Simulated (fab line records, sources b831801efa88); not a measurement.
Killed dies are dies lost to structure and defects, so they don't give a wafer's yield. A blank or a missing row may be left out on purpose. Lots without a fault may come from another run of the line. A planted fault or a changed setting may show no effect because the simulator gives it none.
Which tool did it? | flow sky130 | 12 lots, 34 wafers sampled, at 6 steps of a route of 708

WHAT THE GAUGES READ, wafer by wafer
SKY_FIELD_ISO_CD_MEAS_13: target cd 150 nm. Usual: cd_nm 149.6 nm, standard deviation 1.5.
lot  | measured    | on        | cd_nm (nm)        | flag
L517 | day 2 03:58 | cd_sem-01 | 148.7 149.3 149.1 |
L519 | day 2 16:14 | cd_sem-02 | 149.6 149.0 149.1 |
L521 | day 3 01:14 | cd_sem-02 | 147.2 147.9 147.7 |
L522 | day 3 06:49 | cd_sem-01 | 150.9 151.4 151.1 |
L523 | day 3 11:58 | cd_sem-02 | 149.5 149.1 152.8 |
L524 | day 3 18:11 | cd_sem-01 | 150.6 150.7 150.1 |
L529 | day 4 18:31 | cd_sem-01 | 149.4 150.8 150.2 |
L532 | day 5 12:07 | cd_sem-01 | 150.9 151.5       |
L533 | day 5 15:46 | cd_sem-02 | 146.1 145.2       |
L535 | day 6 03:08 | cd_sem-02 | 149.4 150.8 150.6 |
L536 | day 6 07:13 | cd_sem-02 | 149.7 148.9 149.8 |
L540 | day 7 06:08 | cd_sem-02 | 151.1 151.1 150.3 |

SKY_NWELL_RS_MEAS_29: measures by four-point-probe. Usual: NWELL_RS 625.1 ohm/sq, standard deviation 1.8.
lot  | measured     | on            | NWELL_RS (ohm/sq) | flag
L517 | day 5 08:07  | film_metro-01 | 623.3 624.6 624.4 |
L519 | day 5 21:28  | film_metro-02 | 626.0 627.3 626.8 |
L521 | day 6 07:08  | film_metro-02 | 625.0 625.9 626.4 |
L522 | day 6 15:10  | film_metro-03 | 626.3 625.6 628.4 |
L523 | day 6 20:16  | film_metro-03 | 625.9 627.6 627.6 |
L524 | day 7 02:46  | film_metro-02 | 624.9 624.4 624.9 |
L529 | day 8 07:46  | film_metro-02 | 627.9 627.7 628.5 |
L532 | day 9 03:52  | film_metro-02 | 625.6 624.7       |
L533 | day 9 14:34  | film_metro-03 | 625.2 626.9       |
L535 | day 10 03:44 | film_metro-01 | 624.8 625.8 626.8 |
L536 | day 10 05:02 | film_metro-02 | 624.7 625.2 626.6 |
L540 | day 11 06:19 | film_metro-01 | 621.6 619.8 619.8 |

SKY_CONTACT_THK_MEAS_01. Usual: CONTACT_CVD_00_THK 74.8 nm, standard deviation 0.93.
lot  | measured     | on            | CONTACT_CVD_00_THK (nm) | flag
L517 | day 30 10:38 | film_metro-03 | 75.1 74.7 75.5          |
L519 | day 30 23:52 | film_metro-04 | 74.8 75.0 75.4          |
L521 | day 32 01:59 | film_metro-03 | 74.6 75.9 74.4          |
L522 | day 32 03:53 | film_metro-04 | 73.9 74.3 75.3          |
L523 | day 32 10:36 | film_metro-03 | 74.4 76.6 75.2          |
L524 | day 32 18:13 | film_metro-04 | 73.8 74.2 74.0          |
L529 | day 34 17:07 | film_metro-04 | 57.6 75.5 76.2          | OFF
L532 | day 35 10:59 | film_metro-03 | 57.8 76.5               | OFF
L533 | day 35 21:02 | film_metro-04 | 57.1 74.8               | OFF
L535 | day 36 15:53 | film_metro-01 | 74.5 74.5 74.9          |
L536 | day 36 20:18 | film_metro-01 | 75.6 74.5 75.6          |
L540 | day 37 18:38 | film_metro-01 | 77.2 75.8 75.6          |

SKY_CAP2M_OVL_MEAS_12. Usual: CAP2M_OVL -0.4 nm, standard deviation 1.4.
lot  | measured     | on         | CAP2M_OVL (nm) | flag
L517 | day 40 17:37 | overlay-02 | 0.9 1.0 2.4    |
L519 | day 41 05:13 | overlay-02 | 1.0 0.9 1.3    |
L521 | day 42 04:17 | overlay-01 | -2.5 -3.4 -2.6 |
L522 | day 42 07:38 | overlay-02 | -1.7 -0.8 -0.5 |
L523 | day 42 12:53 | overlay-01 | -1.6 -0.5 -0.9 |
L524 | day 42 19:17 | overlay-01 | -1.6 -1.5 0.2  |
L529 | day 44 09:34 | overlay-01 | -1.7 -1.1 -1.8 |
L532 | day 45 02:38 | overlay-02 | -0.5 1.3       |
L533 | day 45 17:07 | overlay-01 | -1.0 -2.1      |
L535 | day 46 01:38 | overlay-02 | -0.3 1.2 1.3   |
L536 | day 46 06:05 | overlay-01 | 1.7 0.8 0.7    |
L540 | day 47 01:02 | overlay-02 | -0.3 0.5 1.3   |

WHICH TOOL RAN EACH LOT (tool, then ch and the chambers of the sampled wafers, then the start)
lot  | SKY_CONTACT_CVD_00              | SKY_CONTACT_ETCH_18
L517 | pecvd-01 ch 0,1, day 30 10:36   | rie_diel-04 ch 0,3, day 40 17:37 or earlier
L519 | pecvd-04 ch 0,1, day 30 23:50   | rie_diel-01 ch 0,1,2, day 41 05:13 or earlier
L521 | pecvd-02 ch 0,1, day 32 01:57   | rie_diel-04 ch 1,2, day 42 04:17 or earlier
L522 | pecvd-04 ch 0,1,2, day 32 03:50 | rie_diel-04 ch 0,1,3, day 42 07:38 or earlier
L523 | pecvd-02 ch 1,2, day 32 10:32   | rie_diel-01 ch 0,2,3, day 42 12:53 or earlier
L524 | pecvd-01 ch 0,1,2, day 32 18:10 | rie_diel-04 ch 1,2,3, day 42 19:17 or earlier
L529 | pecvd-04 ch 0,2, day 34 17:05   | rie_diel-04 ch 0,2, day 44 09:34 or earlier
L532 | pecvd-04 ch 0,2, day 35 10:58   | rie_diel-04 ch 0,3, day 45 02:38 or earlier
L533 | pecvd-04 ch 1,2, day 35 20:59   | rie_diel-03 ch 0,2, day 45 17:07 or earlier
L535 | pecvd-01 ch 0,1, day 36 15:50   | rie_diel-01 ch 0,2,3, day 46 01:38 or earlier
L536 | pecvd-02 ch 1,2, day 36 20:16   | rie_diel-01 ch 0,2, day 46 06:05 or earlier
L540 | pecvd-01 ch 0,1,2, day 37 18:36 | rie_diel-04 ch 0,1, day 47 01:02 or earlier
- SKY_CONTACT_CVD_00: deposits Si3N4, target thk 75 nm.
- SKY_CONTACT_ETCH_18: etches Si3N4 in CHF3/O2, stops on TiN, time 39 s, target depth 75 nm.

WHAT THE TOOLS THEMSELVES READ (means of the sampled wafers that have a number; where no wafer has one, the mark that the record gives instead)
SKY_CONTACT_CVD_00. Usual: heater_power_w 721 W, standard deviation 83.
lot  | tool     | heater_power_w (W) | flag
L517 | pecvd-01 | 723                |
L519 | pecvd-04 | 779                |
L521 | pecvd-02 | 670                |
L522 | pecvd-04 | 753                |
L523 | pecvd-02 | 774                |
L524 | pecvd-01 | 660                |
L529 | pecvd-04 | 643                |
L532 | pecvd-04 | 633                |
L533 | pecvd-04 | 786                |
L535 | pecvd-01 | 639                |
L536 | pecvd-02 | 746                |
L540 | pecvd-01 | 705                |

SKY_CONTACT_ETCH_18. Usual: drypump_motor_current_A 5.7 A, standard deviation 0.35; oes_product_au 0.854 a.u., standard deviation 0.0077; throttle_valve_pct 8.794 %, standard deviation 0.0098.
lot  | tool        | drypump_motor_current_A (A) | oes_product_au (a.u.) | throttle_valve_pct (%) | flag
L517 | rie_diel-04 | 5.6                         | 0.858                 | 8.799                  |
L519 | rie_diel-01 | 5.7                         | 0.854                 | 8.797                  |
L521 | rie_diel-04 | 5.6                         | 0.861                 | 8.790                  |
L522 | rie_diel-04 | 5.6                         | 0.848                 | 8.793                  |
L523 | rie_diel-01 | 5.6                         | 0.860                 | 8.796                  |
L524 | rie_diel-04 | 5.8                         | 0.846                 | 8.797                  |
L529 | rie_diel-04 | 5.8                         | 0.826                 | 8.785                  | OFF
L532 | rie_diel-04 | 5.8                         | 0.804                 | 8.776                  | OFF
L533 | rie_diel-03 | 5.5                         | 0.799                 | 8.780                  | OFF
L535 | rie_diel-01 | 5.5                         | 0.855                 | 8.787                  |
L536 | rie_diel-01 | 5.6                         | 0.854                 | 8.790                  |
L540 | rie_diel-04 | 5.4                         | 0.864                 | 8.798                  |

THE ANSWER, worked out from the rows above alone
Rule: a lot is off if the mean of its wafers that have a number lies more than 3 standard deviations from the usual mean. A lot without any number at a reading at which 4 lots or more have one is off too. The other lots that the step has rows for count as sound. The gauges are gone through in route order, then the tools' own readings, and for those a lot's mean is taken as printed above. The first step at which some lot is off is used, and at that step the reading that is off furthest; a lot without a number counts as furthest.
Off: L529, L532, L533, at SKY_CONTACT_THK_MEAS_01 (CONTACT_CVD_00_THK).
A tool fits if, at a process step before that reading, it ran every lot that is off, and no sound lot after the first of them. The gauges at SKY_CONTACT_THK_MEAS_01 aren't tried: what is off there is off at SKY_CONTACT_ETCH_18 too, on other tools, and a gauge's error can't cause that. One fits: pecvd-04 at SKY_CONTACT_CVD_00. Its last sound lot is L522 (day 32 03:50), its first lot that is off L529 (day 34 17:05): a fault that began between those two fits.

WHAT THE SIMULATOR HAD PUT IN
Process parameter drift: pecvd-04, from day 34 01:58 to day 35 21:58, at SKY_CONTACT_CVD_00. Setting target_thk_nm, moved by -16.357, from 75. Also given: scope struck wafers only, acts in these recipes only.
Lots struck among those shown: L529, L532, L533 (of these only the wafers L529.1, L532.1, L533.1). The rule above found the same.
